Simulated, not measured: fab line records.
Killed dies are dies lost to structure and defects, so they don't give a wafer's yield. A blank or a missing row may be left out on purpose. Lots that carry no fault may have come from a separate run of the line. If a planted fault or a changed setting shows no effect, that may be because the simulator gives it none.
fab line records + flow sfq-line
record
- lots=14
- wafers=42
- last-day=83
route steps=325 shown I3@133 M4@149
lots untouched by any fault: they come from a run of this same line in which no faults occurred
start-h: the number of hours between the record's first day and the start of the first shown wafer of the lot + wait-h: time in hours since the lot's previous step + " unchanged from the row above + L1.1+2: several wafers, shown together as one row + - no value, or no start given + * or withheld: withheld + < > ~ a bound
route shown NAME@n: a module of which the file shows steps, and the number in the route of the first + usual: mean/standard deviation of fault-free wafers + same: alike in all rows + chamber/n: place in a boat + sites: the reading at each site + _std_site: standard deviation of those values + _edge_site: inner sites' mean taken away from outer sites' mean + radius-mm: how far each site lies from the wafer's centre + mask NAME#n: copy n + behind: the tool/chamber that last shaped the wafer + hold: reason for holding the lot/hours on hold/outcome of the hold + device: which transistor (n, p or np) failed to switch + end of line: at the end of the route, the tests of the same wafers + a step without rows: its recipe alone + killed: count of dies lost to structure and defects at first sort (not the wafer's yield) + map: per-die view of a wafer (x killed, . not killed, _ where there is no die)
set.NAME: the setting as run; set.NAME@STEP: as run at that earlier step + model.NAME: the simulator's own value behind a step, which no gauge read
steps of the route over a sample of lots; a table a step, a row a wafer
services: from which hour (start-h, from the record's first day; less than 0 if before it) a tool's chamber was out of use, for how many hours, and why
## steps
# step SFQ_TRILAYER_I3_DEP_PECVD_081
# recipe
- material=SiO2
- temp-c=150
- time-s=111.11
- pressure-torr=2.4
- rf-w=183.3
- precursor=SiH4/N2O
- target-thk-nm=500
# usual
- heater-power-w=86/22
- rf-fwd-power-W=182.4/0.52
- showerhead-vpp-V=832/35
- throttle-valve-pct=24.6/1.7
| lot.wafer | tool     | chamber | start-h | wait-h | heater-power-w | rf-fwd-power-W | showerhead-vpp-V | throttle-valve-pct |
|-----------|----------|---------|---------|--------|----------------|----------------|------------------|--------------------|
| L837.3    | pecvd-04 | 0       | 721.67  | 0.0    | 51             | 182.9          | 901              | 24.9               |
| L837.4    | "        | 0       | "       | "      | 54             | 182.6          | 899              | 24.5               |
| L837.5    | "        | 2       | "       | "      | 93             | 181.9          | 814              | 23.8               |
| L838.4    | pecvd-04 | 1       | 751.95  | 0.0    | 94             | 256.3          | 1001             | 24.2               |
| L838.5    | "        | 2       | "       | "      | 73             | 256.6          | 972              | 24.1               |
| L838.6    | "        | 0       | "       | "      | 31             | 256.1          | 1054             | 24.4               |
| L839.2    | pecvd-04 | 1       | 757.91  | 0.0    | 97             | 255.2          | 1000             | 24.3               |
| L839.3    | "        | 2       | "       | "      | 80             | 254.6          | 950              | 24.2               |
| L839.5    | "        | 1       | "       | "      | 105            | 255.6          | 997              | 24.2               |
| L843.1    | pecvd-01 | 0       | 1037.85 | 0.0    | 81             | 182.0          | 829              | 25.3               |
| L843.3    | "        | 2       | "       | "      | 79             | 183.1          | 798              | 25.2               |
| L843.6    | "        | 1       | "       | "      | 85             | 182.5          | 845              | 26.1               |
| L846.3    | pecvd-01 | 2       | 1055.85 | 0.0    | 77             | 182.4          | 792              | 25.2               |
| L846.5    | "        | 2       | "       | "      | 80             | 181.9          | 799              | 25.0               |
| L846.6    | "        | 1       | "       | "      | 90             | 183.0          | 843              | 26.2               |
| L848.4    | pecvd-01 | 1       | 1078.69 | 0.0    | 89             | 182.0          | 833              | 26.4               |
| L848.5    | "        | 2       | "       | "      | 79             | 182.6          | 783              | 25.3               |
| L848.6    | "        | 0       | "       | "      | 85             | 181.8          | 831              | 25.6               |
| L849.1    | pecvd-04 | 1       | 1083.47 | 0.0    | 115            | 182.9          | 844              | 23.4               |
| L849.4    | "        | 1       | "       | "      | 122            | 182.2          | 830              | 23.1               |
| L849.6    | "        | 0       | "       | "      | 63             | 181.3          | 881              | 23.4               |
| L851.2    | pecvd-04 | 0       | 1102.67 | 0.0    | 66             | 182.1          | 884              | 23.2               |
| L851.4    | "        | 0       | "       | "      | 52             | 181.9          | 887              | 23.4               |
| L851.6    | "        | 2       | "       | "      | 99             | 181.7          | 807              | 22.7               |
| L852.2    | pecvd-03 | 0       | 1107.45 | 0.0    | 51             | 182.9          | 829              | 23.7               |
| L852.3    | "        | 2       | "       | "      | 75             | 182.3          | 803              | 29.0               |
| L852.4    | "        | 1       | "       | "      | 74             | 183.2          | 777              | 26.0               |
| L853.2    | pecvd-04 | 0       | 1114.65 | 0.0    | 56             | 182.7          | 888              | 23.2               |
| L853.3    | "        | 1       | "       | "      | 124            | 183.3          | 845              | 23.5               |
| L853.5    | "        | 0       | "       | "      | 58             | 182.9          | 875              | 23.3               |
| L854.1    | pecvd-03 | 0       | 1125.45 | 0.0    | 52             | 183.0          | 835              | 23.9               |
| L854.2    | "        | 2       | "       | "      | 71             | 182.9          | 793              | 29.0               |
| L854.4    | "        | 0       | "       | "      | 54             | 182.3          | 842              | 23.9               |
| L855.2    | pecvd-04 | 1       | 1145.39 | 0.0    | 123            | 182.5          | 847              | 23.5               |
| L855.3    | "        | 2       | "       | "      | 99             | 182.7          | 809              | 22.9               |
| L855.6    | "        | 0       | "       | "      | 65             | 182.2          | 899              | 23.0               |
| L856.1    | pecvd-03 | 1       | 1158.40 | 0.0    | 88             | 181.9          | 792              | 25.9               |
| L856.3    | "        | 0       | "       | "      | 61             | 182.4          | 824              | 24.0               |
| L856.5    | "        | 2       | "       | "      | 81             | 181.8          | 789              | 29.1               |
| L857.1    | pecvd-04 | 0       | 1161.59 | 0.0    | 67             | 181.5          | 896              | 23.4               |
| L857.3    | "        | 2       | "       | "      | 108            | 181.9          | 815              | 23.0               |
| L857.4    | "        | 0       | "       | "      | 52             | 181.5          | 911              | 23.1               |
# step SFQ_TRILAYER_I3_CMP_CMP_082
# recipe
- material=SiO2
- down-force-psi=3
- platen-rpm=60
- pad-velocity-m-s=0.94248
# usual
- edge-zone-pressure-frac=1.001/0.005
- motor-current-A=10.1/0.95
- time-to-endpoint-s=212/8.3
| lot.wafer | tool   | chamber | start-h | wait-h | edge-zone-pressure-frac | motor-current-A | time-to-endpoint-s |
|-----------|--------|---------|---------|--------|-------------------------|-----------------|--------------------|
| L837.3    | cmp-01 | 2       | 722.25  | 0.5    | 1.008                   | 9.1             | 217                |
| L837.4    | "      | 3       | "       | "      | 0.996                   | 10.2            | 226                |
| L837.5    | "      | 2       | 724.25  | 2.5    | 1.001                   | 9.5             | 219                |
| L838.4    | cmp-01 | 3       | 754.79  | 2.8    | 0.998                   | 9.9             | 263                |
| L838.6    | "      | 1       | 755.79  | 3.8    | 0.996                   | 12.0            | 246                |
| L838.5    | "      | 2       | "       | "      | 0.990                   | 9.0             | 237                |
| L839.3    | cmp-01 | 1       | 760.29  | 2.3    | 1.011                   | 11.8            | 249                |
| L839.2    | "      | 2       | "       | "      | 1.004                   | 9.1             | 249                |
| L839.5    | "      | 0       | 761.79  | 3.8    | 0.999                   | 11.0            | 246                |
| L843.1    | cmp-02 | 1       | 1083.35 | 45.5   | 1.003                   | 8.4             | 231                |
| L843.3    | "      | 2       | "       | "      | 1.007                   | 10.5            | 209                |
| L843.6    | "      | 2       | 1085.85 | 47.9   | 0.996                   | 10.7            | 215                |
| L846.3    | cmp-01 | 0       | 1093.33 | 37.4   | 0.998                   | 10.9            | 207                |
| L846.6    | "      | 3       | 1094.83 | 38.9   | 1.000                   | 9.4             | 222                |
| L846.5    | "      | 0       | "       | "      | 0.991                   | 10.6            | 211                |
| L848.4    | cmp-02 | 3       | 1115.35 | 36.6   | 1.005                   | 9.9             | 219                |
| L848.5    | "      | 1       | 1116.35 | 37.6   | 1.002                   | 8.7             | 224                |
| L848.6    | "      | 2       | "       | "      | 1.003                   | 10.7            | 216                |
| L849.4    | cmp-01 | 1       | 1119.83 | 36.3   | 1.001                   | 12.2            | 202                |
| L849.1    | "      | 0       | 1121.33 | 37.8   | 0.991                   | 10.6            | 200                |
| L849.6    | "      | 2       | 1122.33 | 38.8   | 1.002                   | 9.6             | 217                |
| L851.2    | cmp-02 | 0       | 1126.85 | 24.1   | 0.999                   | 9.1             | 213                |
| L851.4    | "      | 1       | "       | "      | 0.998                   | 8.8             | 226                |
| L851.6    | "      | 0       | 1128.85 | 26.1   | 1.001                   | 9.2             | 217                |
| L852.4    | cmp-02 | 2       | 1132.35 | 24.8   | 1.004                   | 10.8            | 217                |
| L852.2    | "      | 3       | "       | "      | 1.000                   | 10.2            | 208                |
| L852.3    | "      | 0       | "       | "      | 0.992                   | 9.4             | 209                |
| L853.3    | cmp-01 | 0       | 1134.83 | 20.1   | 0.990                   | 9.9             | 199                |
| L853.2    | "      | 3       | 1136.33 | 21.6   | 0.993                   | 9.7             | 203                |
| L853.5    | "      | 1       | 1137.33 | 22.6   | 1.005                   | 12.2            | 208                |
| L854.2    | cmp-01 | 3       | 1146.83 | 21.3   | 1.001                   | 9.3             | 209                |
| L854.4    | "      | 0       | "       | "      | 1.003                   | 10.5            | 204                |
| L854.1    | "      | 2       | 1148.33 | 22.8   | 1.006                   | 9.3             | 203                |
| L855.2    | cmp-01 | 0       | 1158.83 | 13.4   | 1.004                   | 10.5            | 191                |
| L855.3    | "      | 2       | 1159.83 | 14.4   | 0.998                   | 9.4             | 203                |
| L855.6    | "      | 1       | 1161.33 | 15.9   | 0.996                   | 11.4            | 210                |
| L856.1    | cmp-01 | 3       | 1171.33 | 12.9   | 1.003                   | 10.0            | 207                |
| L856.3    | "      | 0       | "       | "      | 1.001                   | 9.9             | 187                |
| L856.5    | "      | 2       | 1172.83 | 14.3   | 1.000                   | 9.3             | 204                |
| L857.4    | cmp-02 | 1       | 1171.35 | 9.7    | 1.004                   | 8.9             | 225                |
| L857.3    | "      | 3       | 1172.35 | 10.7   | 0.995                   | 9.3             | 212                |
| L857.1    | "      | 0       | "       | "      | 0.998                   | 9.1             | 213                |
# step SFQ_I3_OVL_MEAS_923
# usual
- I3_OVL=1/5.9
| lot.wafer | tool       | chamber | start-h | wait-h | I3_OVL[nm] |
|-----------|------------|---------|---------|--------|------------|
| L837.3    | overlay-02 | -       | 879.39  | 0.1    | 8          |
| L837.4    | "          | -       | "       | "      | 0          |
| L837.5    | "          | -       | "       | "      | 6          |
| L838.4    | overlay-02 | -       | 890.06  | 0.1    | 2          |
| L838.5    | "          | -       | "       | "      | 4          |
| L838.6    | "          | -       | "       | "      | 8          |
| L839.2    | overlay-02 | -       | 891.25  | 0.1    | 4          |
| L839.3    | "          | -       | "       | "      | -2         |
| L839.5    | "          | -       | "       | "      | 3          |
| L843.1    | overlay-02 | -       | 1090.77 | 0.1    | 2          |
| L843.3    | "          | -       | "       | "      | 0          |
| L843.6    | "          | -       | "       | "      | -4         |
| L846.3    | overlay-01 | -       | 1110.80 | 0.1    | -1         |
| L846.5    | "          | -       | "       | "      | -2         |
| L846.6    | "          | -       | "       | "      | 13         |
| L848.4    | overlay-02 | -       | 1229.04 | 0.1    | -6         |
| L848.5    | "          | -       | "       | "      | -2         |
| L848.6    | "          | -       | "       | "      | -9         |
| L849.1    | overlay-02 | -       | 1235.02 | 0.1    | 5          |
| L849.4    | "          | -       | "       | "      | -3         |
| L849.6    | "          | -       | "       | "      | 4          |
| L851.2    | overlay-02 | -       | 1242.23 | 0.1    | 1          |
| L851.4    | "          | -       | "       | "      | 0          |
| L851.6    | "          | -       | "       | "      | -6         |
| L852.2    | overlay-02 | -       | 1249.73 | 0.1    | 2          |
| L852.3    | "          | -       | "       | "      | -3         |
| L852.4    | "          | -       | "       | "      | -1         |
| L853.2    | overlay-02 | -       | 1252.13 | 0.1    | -2         |
| L853.3    | "          | -       | "       | "      | 10         |
| L853.5    | "          | -       | "       | "      | 5          |
| L854.1    | overlay-02 | -       | 1268.93 | 0.1    | 15         |
| L854.2    | "          | -       | "       | "      | 11         |
| L854.4    | "          | -       | "       | "      | 7          |
| L855.2    | overlay-01 | -       | 1279.73 | 0.1    | 3          |
| L855.3    | "          | -       | "       | "      | -1         |
| L855.6    | "          | -       | "       | "      | 5          |
| L856.1    | overlay-02 | -       | 1296.65 | 0.1    | -3         |
| L856.3    | "          | -       | "       | "      | -7         |
| L856.5    | "          | -       | "       | "      | -2         |
| L857.1    | overlay-02 | -       | 1299.05 | 0.1    | 1          |
| L857.3    | "          | -       | "       | "      | 4          |
| L857.4    | "          | -       | "       | "      | 8          |
# step SFQ_TRILAYER_I3_VIA_BARC_OPEN_VIA_ETCH_121
# recipe
- mask-material=PR
- chemistry=O2
- target-depth-nm=125
- target=BARC
- source-w=500
- bias-w=80
- pressure-mtorr=30
- time-s=41.7
# usual
- drypump-motor-current-A=5.7/0.46
- oes-product-au=0.685/0.0042
| lot.wafer | tool        | chamber | start-h | wait-h | drypump-motor-current-A | oes-product-au | rf-hours-counter-h |
|-----------|-------------|---------|---------|--------|-------------------------|----------------|--------------------|
| L837.3    | rie-diel-03 | 0       | 879.41  | 0.0    | 5.2                     | 0.681          | 15                 |
| L837.4    | "           | 3       | "       | "      | 6.2                     | 0.679          | 4                  |
| L837.5    | "           | 0       | "       | "      | 5.2                     | 0.675          | -                  |
| L838.4    | rie-diel-03 | 0       | 890.08  | 0.0    | 5.2                     | 0.681          | 16                 |
| L838.5    | "           | 3       | "       | "      | 6.2                     | 0.688          | -                  |
| L838.6    | "           | 2       | "       | "      | 6.1                     | 0.683          | -                  |
| L839.2    | rie-diel-04 | 1       | 891.28  | 0.0    | 6.3                     | 0.693          | 5                  |
| L839.3    | "           | 3       | "       | "      | 5.6                     | 0.686          | 12                 |
| L839.5    | "           | 0       | "       | "      | 5.4                     | 0.685          | -                  |
| L843.1    | rie-diel-03 | 0       | 1090.81 | 0.0    | 5.2                     | 0.685          | 19                 |
| L843.3    | "           | 1       | "       | "      | 5.6                     | 0.686          | 8                  |
| L843.6    | "           | 3       | "       | "      | 6.2                     | 0.680          | -                  |
| L846.3    | rie-diel-03 | 0       | 1110.83 | 0.0    | 5.2                     | 0.683          | 20                 |
| L846.5    | "           | 1       | "       | "      | 5.6                     | 0.688          | -                  |
| L846.6    | "           | 0       | "       | "      | 5.2                     | 0.684          | -                  |
| L848.4    | rie-diel-04 | 3       | 1229.06 | 0.0    | 5.6                     | 0.693          | 18                 |
| L848.5    | "           | 3       | "       | "      | 5.6                     | 0.685          | -                  |
| L848.6    | "           | 2       | "       | "      | 6.2                     | 0.687          | -                  |
| L849.1    | rie-diel-03 | 2       | 1235.06 | 0.0    | 6.1                     | 0.687          | 12                 |
| L849.4    | "           | 0       | "       | "      | 5.2                     | 0.677          | 21                 |
| L849.6    | "           | 3       | "       | "      | 6.2                     | 0.687          | -                  |
| L851.2    | rie-diel-04 | 1       | 1242.26 | 0.0    | 6.3                     | 0.687          | 12                 |
| L851.4    | "           | 0       | "       | "      | 5.4                     | 0.682          | 17                 |
| L851.6    | "           | 3       | "       | "      | 5.6                     | 0.685          | -                  |
| L852.2    | rie-diel-03 | 0       | 1249.76 | 0.0    | 5.2                     | 0.689          | 22                 |
| L852.3    | "           | 1       | "       | "      | 5.6                     | 0.689          | 11                 |
| L852.4    | "           | 2       | "       | "      | 6.1                     | 0.683          | 13                 |
| L853.2    | rie-diel-02 | 1       | 1252.16 | 0.0    | 5.7                     | 0.678          | 4                  |
| L853.3    | "           | 0       | "       | "      | 4.8                     | 0.686          | 14                 |
| L853.5    | "           | 0       | "       | "      | 4.8                     | 0.691          | -                  |
| L854.1    | rie-diel-02 | 0       | 1268.96 | 0.0    | 4.8                     | 0.673          | 15                 |
| L854.2    | "           | 1       | "       | "      | 5.7                     | 0.685          | 4                  |
| L854.4    | "           | 2       | "       | "      | 5.3                     | 0.683          | 17                 |
| L855.2    | rie-diel-04 | 1       | 1279.76 | 0.0    | 6.2                     | 0.688          | 13                 |
| L855.3    | "           | 3       | "       | "      | 5.6                     | 0.691          | 19                 |
| L855.6    | "           | 3       | "       | "      | 5.6                     | 0.690          | -                  |
| L856.1    | rie-diel-02 | 1       | 1296.69 | 0.0    | 5.7                     | 0.685          | 5                  |
| L856.3    | "           | 2       | "       | "      | 5.3                     | 0.682          | 17                 |
| L856.5    | "           | 1       | "       | "      | 5.7                     | 0.684          | -                  |
| L857.1    | rie-diel-03 | 2       | 1299.09 | 0.0    | 6.1                     | 0.683          | 13                 |
| L857.3    | "           | 0       | "       | "      | 5.2                     | 0.696          | 22                 |
| L857.4    | "           | 1       | "       | "      | 5.6                     | 0.683          | 12                 |
# step SFQ_TRILAYER_M4_DEP_SPUTTER_091
# recipe
- material=Nb
- base-pressure-pa=1.33e-06
- chamber-pressure-pa=0.1333
- substrate-temp-c=20
- resputter-cathode-voltage-v=400
- target-thk-nm=200
- power-w=2000
- time-s=133.3
# usual
- throttle-valve-pct=30.2/0.9
| lot.wafer | tool           | chamber | start-h | wait-h | throttle-valve-pct |
|-----------|----------------|---------|---------|--------|--------------------|
| L837.3    | pvd-sputter-03 | -       | 880.37  | 0.0    | 28.8               |
| L837.4    | "              | -       | "       | "      | 30.8               |
| L837.5    | "              | -       | "       | "      | 30.7               |
| L838.4    | pvd-sputter-05 | -       | 891.04  | 0.0    | 28.8               |
| L838.5    | "              | -       | "       | "      | 29.1               |
| L838.6    | "              | -       | "       | "      | 30.0               |
| L839.2    | pvd-sputter-04 | -       | 892.25  | 0.0    | 29.6               |
| L839.3    | "              | -       | "       | "      | 31.5               |
| L839.5    | "              | -       | "       | "      | 30.2               |
| L843.1    | pvd-sputter-03 | -       | 1091.76 | 0.0    | 30.6               |
| L843.3    | "              | -       | "       | "      | 30.1               |
| L843.6    | "              | -       | "       | "      | 30.1               |
| L846.3    | pvd-sputter-04 | -       | 1111.78 | 0.0    | 31.4               |
| L846.5    | "              | -       | "       | "      | 29.0               |
| L846.6    | "              | -       | "       | "      | 31.7               |
| L848.4    | pvd-sputter-05 | -       | 1230.02 | 0.0    | 31.2               |
| L848.5    | "              | -       | "       | "      | 30.0               |
| L848.6    | "              | -       | "       | "      | 31.2               |
| L849.1    | pvd-sputter-04 | -       | 1236.02 | 0.0    | 30.5               |
| L849.4    | "              | -       | "       | "      | 29.0               |
| L849.6    | "              | -       | "       | "      | 28.8               |
| L851.2    | pvd-sputter-05 | -       | 1243.82 | 0.0    | 30.2               |
| L851.4    | "              | -       | "       | "      | 28.9               |
| L851.6    | "              | -       | "       | "      | 31.0               |
| L852.2    | pvd-sputter-05 | -       | 1250.72 | 0.0    | 31.3               |
| L852.3    | "              | -       | "       | "      | 30.2               |
| L852.4    | "              | -       | "       | "      | 29.1               |
| L853.2    | pvd-sputter-04 | -       | 1253.32 | 0.0    | 29.8               |
| L853.3    | "              | -       | "       | "      | 31.6               |
| L853.5    | "              | -       | "       | "      | 30.6               |
| L854.1    | pvd-sputter-04 | -       | 1269.92 | 0.0    | 31.6               |
| L854.2    | "              | -       | "       | "      | 29.1               |
| L854.4    | "              | -       | "       | "      | 29.8               |
| L855.2    | pvd-sputter-03 | -       | 1280.72 | 0.0    | 30.8               |
| L855.3    | "              | -       | "       | "      | 31.4               |
| L855.6    | "              | -       | "       | "      | 30.7               |
| L856.1    | pvd-sputter-04 | -       | 1298.26 | 0.0    | 29.3               |
| L856.3    | "              | -       | "       | "      | 31.8               |
| L856.5    | "              | -       | "       | "      | 29.0               |
| L857.1    | pvd-sputter-03 | -       | 1300.05 | 0.0    | 30.3               |
| L857.3    | "              | -       | "       | "      | 31.3               |
| L857.4    | "              | -       | "       | "      | 29.2               |
## services
| tool        | chamber | start-h | hours | kind   |
|-------------|---------|---------|-------|--------|
| cmp-01      | -       | 699.27  | 0.7   | repair |
| pecvd-04    | 0       | 722.22  | 3.4   | repair |
| cmp-01      | -       | 729.49  | 1.8   | repair |
| rie-diel-03 | 0       | 749.44  | 8.7   | repair |
| rie-diel-03 | 1       | 756.89  | 6.7   | repair |
| pecvd-04    | -       | 786.80  | 2.8   | pm     |
| rie-diel-03 | -       | 787.92  | 28.1  | pm     |
| cmp-01      | -       | 797.77  | 0.5   | repair |
| cmp-01      | -       | 819.79  | 6.0   | pm     |
| pecvd-04    | 2       | 821.76  | 5.4   | repair |
| cmp-01      | -       | 915.79  | 4.0   | pm     |
| pecvd-04    | -       | 933.25  | 14.0  | pm     |
| rie-diel-03 | 1       | 939.64  | 3.7   | repair |
| rie-diel-03 | 3       | 963.12  | 5.3   | repair |
| cmp-01      | -       | 972.14  | 0.5   | repair |
| cmp-01      | -       | 992.54  | 1.3   | repair |
| pecvd-04    | 2       | 1033.27 | 4.6   | repair |
| pecvd-04    | 0       | 1033.60 | 9.4   | repair |
| pecvd-04    | -       | 1158.00 | 0.9   | repair |
| cmp-01      | -       | 1188.83 | 5.4   | pm     |
| pecvd-04    | -       | 1221.12 | 14.6  | pm     |
| cmp-01      | -       | 1257.30 | 4.0   | pm     |
| cmp-01      | -       | 1276.30 | 3.4   | pm     |
| cmp-01      | -       | 1296.84 | 1.5   | repair |
## key
first-sign
- step=SFQ_TRILAYER_I3_DEP_PECVD_081
- reading=rf-fwd-power-W
- direction=up
- sigmas=99+
- usual=182.4
- struck=255.7
effect
- step=SFQ_TRILAYER_I3_DEP_PECVD_081
- reading=showerhead-vpp-V
- direction=up
- sigmas=4.6
- usual=832
- struck=996
effect
- step=SFQ_TRILAYER_I3_CMP_CMP_082
- reading=time-to-endpoint-s
- direction=up
- sigmas=4.4
- usual=*
- struck=*
met-at SFQ_TRILAYER_I3_DEP_PECVD_081
struck-lots L838,L839
not-acting-at SFQ_I3_OVL_MEAS_923,SFQ_TRILAYER_I3_VIA_BARC_OPEN_VIA_ETCH_121,SFQ_TRILAYER_M4_DEP_SPUTTER_091
onset-between 721.67 751.95
fault
- kind=process-parameter-drift
- tool=pecvd-04
- chamber=-
- onset-h=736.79
- steps=SFQ_TRILAYER_I3_DEP_PECVD_081
- channel=rf-w
- offset=73.32
- shape=step
- end-h=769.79
- acts-in=these-recipes-only
- stated=183.3
